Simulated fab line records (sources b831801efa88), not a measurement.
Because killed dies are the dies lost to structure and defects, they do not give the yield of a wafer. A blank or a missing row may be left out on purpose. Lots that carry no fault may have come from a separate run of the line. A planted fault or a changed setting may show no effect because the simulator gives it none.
Matching of chambers	flow gf180mcu	GF_V5_CMP_26 on cmp-01 has 4 sister chambers
The step polishes, stops on SiO2, t overpolish 15 s, target thk 0 nm. 4 wafers are shown with their chamber, then 9 later ones without.

== EACH WAFER AND ITS CHAMBER ==
wafer	chamber	motor-current-A (A)
L994.4	3	12.0
L997.3	0	11.5
L998.2	1	14.9
L998.6	2	11.4

== WAFERS WITH NO CHAMBER GIVEN ==
wafer	motor-current-A (A)
L100.2	15.0
L100.3	12.5
L100.5	10.8
L103.1	12.2
L103.2	14.9
L103.4	11.2
L112.1	10.8
L112.5	14.0
L112.6	11.9

== THE CHAMBER EACH PASSED THROUGH ==
wafer	from the rows above	in truth
L100.2	1	1
L100.3	can't be placed: 3 or 0 or 2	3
L100.5	can't be placed: 2 or 0 or 3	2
L103.1	can't be placed: 3 or 0 or 2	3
L103.2	1	1
L103.4	can't be placed: 2 or 0 or 3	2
L112.1	can't be placed: 2 or 0 or 3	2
L112.5	1	1
L112.6	can't be placed: 3 or 0 or 2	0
3 of 9 placed correctly. Cannot be placed on the basis of these rows: 6; the candidates contain the true chamber in 6. Wrongly placed: 0.
How it was worked out, from the rows above alone: a wafer's distance from a chamber is the root of the sum, over the readings, of the square of ((its reading less the chamber's mean) divided by the reading's scatter). The wafer belongs to the nearest chamber; if the next one is less than 2 further off, it can't be placed. For every chamber, the mean is computed from those of its wafers that are shown. The scatter: root of mean squared gap, hidden wafer to nearest shown wafer, with one shown wafer a chamber.
